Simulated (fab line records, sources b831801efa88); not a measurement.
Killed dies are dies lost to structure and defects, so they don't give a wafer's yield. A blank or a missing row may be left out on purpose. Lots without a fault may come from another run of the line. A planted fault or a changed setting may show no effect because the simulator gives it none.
Which tool did it? | flow gf180mcu | 24 lots, 72 wafers sampled, at 5 steps of a route of 602

WHAT THE GAUGES READ, wafer by wafer
GF_M2_OVL_MEAS_15.
lot  | measured     | on         | M2_OVL (nm)
L074 | day 19 04:53 | overlay-01 | -1 3 2
L075 | day 19 11:02 | overlay-02 | 4 3 -2
L076 | day 19 18:11 | overlay-02 | -3 -5 -4
L077 | day 20 09:47 | overlay-01 | 1 1 -1
L078 | day 20 13:35 | overlay-02 | 8 10 6
L079 | day 21 04:30 | overlay-02 | 11 1 5
L080 | day 21 16:23 | overlay-01 | 10 9 6
L081 | day 21 20:29 | overlay-01 | 7 2 8
L082 | day 22 06:05 | overlay-01 | 1 2 5
L083 | day 22 18:17 | overlay-01 | -4 -1 -5
L084 | day 22 23:32 | overlay-01 | 4 8 8
L085 | day 23 00:54 | overlay-01 | -1 7 2
L086 | day 23 15:44 | overlay-02 | 3 1 3
L087 | day 23 23:35 | overlay-01 | -2 -1 0
L088 | day 24 16:32 | overlay-01 | 8 5 11
L089 | day 24 19:17 | overlay-01 | -6 5 5
L090 | day 24 20:14 | overlay-01 | -6 -7 1
L091 | day 25 15:59 | overlay-01 | 3 7 0
L092 | day 25 22:47 | overlay-01 | -5 2 3
L093 | day 26 12:53 | overlay-01 | -3 14 3
L094 | day 26 13:38 | overlay-02 | 4 9 2
L095 | day 26 18:05 | overlay-02 | 1 1 7
L096 | day 27 05:02 | overlay-02 | 0 2 15
L097 | day 27 07:23 | overlay-01 | 2 5 5

GF_M4_RS_MEAS_05: measures by four-point-probe.
lot  | measured     | on            | M4_ALCU_RS (ohm/sq)
L074 | day 22 10:14 | film_metro-01 | 0.0712 0.0707 0.0696
L075 | day 22 17:16 | film_metro-01 | 0.0699 0.0684 0.0688
L076 | day 22 23:59 | film_metro-02 | 0.0678 0.0669 0.0682
L077 | day 23 14:40 | film_metro-02 | 0.0688 0.0681 0.0691
L078 | day 23 18:40 | film_metro-04 | 0.0699 0.0701 0.0712
L079 | day 24 08:08 | film_metro-04 | 0.0710 0.0714 0.0713
L080 | day 24 19:08 | film_metro-02 | 0.0689 0.0692 0.0693
L081 | day 25 02:20 | film_metro-02 | 0.0709 0.0712 0.0694
L082 | day 25 07:05 | film_metro-02 | 0.0690 0.0692 0.0700
L083 | day 25 18:37 | film_metro-01 | 0.0683 0.0690 0.0690
L084 | day 25 23:34 | film_metro-01 | 0.0687 0.0684 0.0693
L085 | day 26 01:31 | film_metro-02 | 0.0679 0.0689 0.0684
L086 | day 26 15:44 | film_metro-04 | 0.0691 0.0683 0.0683
L087 | day 26 22:28 | film_metro-04 | 0.0687 0.0705 0.0704
L088 | day 27 14:37 | film_metro-02 | 0.0700 0.0708 0.0707
L089 | day 27 16:25 | film_metro-01 | 0.0709 0.0702 0.0695
L090 | day 27 16:38 | film_metro-02 | 0.0701 0.0701 0.0696
L091 | day 28 11:26 | film_metro-02 | 0.0715 0.0697 0.0707
L092 | day 28 17:23 | film_metro-02 | 0.0700 0.0705 0.0695
L093 | day 29 05:43 | film_metro-02 | 0.0709 0.0715 0.0714
L094 | day 29 07:01 | film_metro-02 | 0.0716 0.0696 0.0693
L095 | day 29 11:19 | film_metro-04 | 0.0672 0.0671 0.0672
L096 | day 29 21:05 | film_metro-04 | 0.0701 0.0713 0.0703
L097 | day 29 22:57 | film_metro-02 | 0.0689 0.0697 0.0697

GF_V4_THK_MEAS_03.
lot  | measured     | on            | V4_CVD_02_THK (nm)
L074 | day 23 09:43 | film_metro-03 | 854 864 856
L075 | day 23 17:29 | film_metro-03 | 866 856 881
L076 | day 23 23:40 | film_metro-03 | 868 850 870
L077 | day 24 13:29 | film_metro-04 | 843 848 853
L078 | day 24 17:58 | film_metro-03 | 840 842 851
L079 | day 25 07:01 | film_metro-03 | 833 851 860
L080 | day 25 18:01 | film_metro-01 | 848 852 852
L081 | day 26 01:06 | film_metro-04 | 854 856 867
L082 | day 26 04:20 | film_metro-01 | 832 835 851
L083 | day 26 16:28 | film_metro-04 | 839 844 863
L084 | day 26 21:35 | film_metro-04 | 844 834 853
L085 | day 26 23:00 | film_metro-04 | 855 854 855
L086 | day 27 12:49 | film_metro-03 | 858 860 862
L087 | day 27 19:09 | film_metro-04 | 834 856 845
L088 | day 28 11:05 | film_metro-03 | 833 830 836
L089 | day 28 12:20 | film_metro-03 | 842 858 859
L090 | day 28 13:44 | film_metro-04 | 855 840 864
L091 | day 29 06:58 | film_metro-04 | 854 870 861
L092 | day 29 13:35 | film_metro-03 | 840 839 851
L093 | day 30 01:32 | film_metro-01 | 836 860 863
L094 | day 30 02:37 | film_metro-03 | 850 843 844
L095 | day 30 06:25 | film_metro-04 | 849 848 849
L096 | day 30 15:53 | film_metro-03 | 850 843 862
L097 | day 30 18:21 | film_metro-04 | 842 858 855

GF_M5_CD_MEAS_07: target cd 280 nm.
lot  | measured     | on        | cd_nm (nm)
L074 | day 26 05:31 | cd_sem-02 | 278.9 280.0 279.2
L075 | day 26 13:05 | cd_sem-01 | 279.6 279.9 277.4
L076 | day 26 19:22 | cd_sem-02 | 280.4 281.1 280.2
L077 | day 27 06:35 | cd_sem-02 | 282.8 282.3 282.8
L078 | day 27 12:02 | cd_sem-02 | 278.7 277.6 279.9
L079 | day 27 22:30 | cd_sem-02 | 279.3 279.9 279.5
L080 | day 28 08:55 | cd_sem-01 | 279.1 278.1 279.9
L081 | day 28 16:01 | cd_sem-01 | 279.9 280.3 281.2
L082 | day 28 18:53 | cd_sem-02 | 281.5 280.7 281.0
L083 | day 29 05:40 | cd_sem-01 | 279.1 279.6 278.8
L084 | day 29 10:58 | cd_sem-02 | 278.9 278.7 278.5
L085 | day 29 12:25 | cd_sem-01 | 279.3 279.6 280.3
L086 | day 29 23:50 | cd_sem-01 | 281.0 282.0 280.8
L087 | day 30 06:52 | cd_sem-01 | 277.5 279.2 279.9
L088 | day 30 21:41 | cd_sem-01 | 279.1 280.5 277.6
L089 | day 30 23:35 | cd_sem-01 | 280.7 281.1 279.8
L090 | day 30 23:41 | cd_sem-01 | 278.3 278.6 280.3
L091 | day 31 16:10 | cd_sem-01 | 279.0 278.9 279.4
L092 | day 31 22:43 | cd_sem-02 | 279.5 279.9 280.1
L093 | day 32 07:28 | cd_sem-02 | 279.4 278.3 278.9
L094 | day 32 09:34 | cd_sem-02 | 280.9 281.1 281.2
L095 | day 32 13:10 | cd_sem-01 | 277.8 278.7 278.7
L096 | day 32 22:37 | cd_sem-02 | 279.8 280.4 279.9
L097 | day 32 23:59 | cd_sem-02 | 278.6 277.6 278.7

WHICH TOOL RAN EACH LOT (tool, then ch and the chambers of the sampled wafers, then the start)
lot  | GF_M1_SPUTTER_01
L074 | pvd_sputter-03, day 16 04:56
L075 | pvd_sputter-03, day 16 09:58
L076 | pvd_sputter-03, day 16 15:13
L077 | pvd_sputter-02, day 17 05:59
L078 | pvd_sputter-03, day 17 11:26
L079 | pvd_sputter-01, day 18 01:14
L080 | pvd_sputter-03, day 18 11:40
L081 | pvd_sputter-03, day 18 16:58
L082 | pvd_sputter-03, day 19 02:35
L083 | pvd_sputter-02, day 19 14:55
L084 | pvd_sputter-01, day 19 21:34
L085 | pvd_sputter-02, day 19 22:25
L086 | pvd_sputter-01, day 20 13:26
L087 | pvd_sputter-01, day 20 22:07
L088 | pvd_sputter-02, day 21 16:18
L089 | pvd_sputter-02, day 21 19:32
L090 | pvd_sputter-03, day 21 22:14
L091 | pvd_sputter-02, day 22 17:55
L092 | pvd_sputter-01, day 23 01:37
L093 | pvd_sputter-03, day 23 15:55
L094 | pvd_sputter-02, day 23 17:10
L095 | pvd_sputter-02, day 23 22:19
L096 | pvd_sputter-02, day 24 09:22
L097 | pvd_sputter-01, day 24 13:07
- GF_M1_SPUTTER_01: material TiN, target thk 30 nm, time 25 s.

WHAT THE TOOLS THEMSELVES READ (means of the sampled wafers that have a number; where no wafer has one, the mark that the record gives instead)
GF_M1_SPUTTER_01.
lot  | tool           | throttle_valve_pct (%)
L074 | pvd_sputter-03 | 27.7
L075 | pvd_sputter-03 | 30.1
L076 | pvd_sputter-03 | 29.1
L077 | pvd_sputter-02 | 30.4
L078 | pvd_sputter-03 | 29.8
L079 | pvd_sputter-01 | 30.7
L080 | pvd_sputter-03 | 29.3
L081 | pvd_sputter-03 | 29.9
L082 | pvd_sputter-03 | 29.0
L083 | pvd_sputter-02 | 30.7
L084 | pvd_sputter-01 | 30.3
L085 | pvd_sputter-02 | 30.9
L086 | pvd_sputter-01 | 29.6
L087 | pvd_sputter-01 | 30.6
L088 | pvd_sputter-02 | 30.4
L089 | pvd_sputter-02 | 30.5
L090 | pvd_sputter-03 | 29.6
L091 | pvd_sputter-02 | 30.4
L092 | pvd_sputter-01 | 29.9
L093 | pvd_sputter-03 | 27.5
L094 | pvd_sputter-02 | 30.3
L095 | pvd_sputter-02 | 30.4
L096 | pvd_sputter-02 | 30.4
L097 | pvd_sputter-01 | 29.8

THE ANSWER, worked out from the rows above alone
Rule: what is usual is taken from the lots themselves. Put in order of their means at a reading, lots are off if they are a third of the lots or fewer, leave a main group of 4 or more, and stand apart from it by a gap of 3 or more times the standard deviation of the main group's means; of several such gaps the widest counts. A main group whose means are all the same, to the digits that the tables above print for the reading, isn't used. A lot without any number at a reading at which 4 lots or more have one is off too. The other lots that the step has rows for count as sound. The gauges are gone through in route order, then the tools' own readings, and for those a lot's mean is taken as printed above. The first step at which some lot is off is used, and at that step the reading that is off furthest; a lot without a number counts as furthest.
No lot is off at any reading shown: from this, nothing can be told.

WHAT THE SIMULATOR HAD PUT IN
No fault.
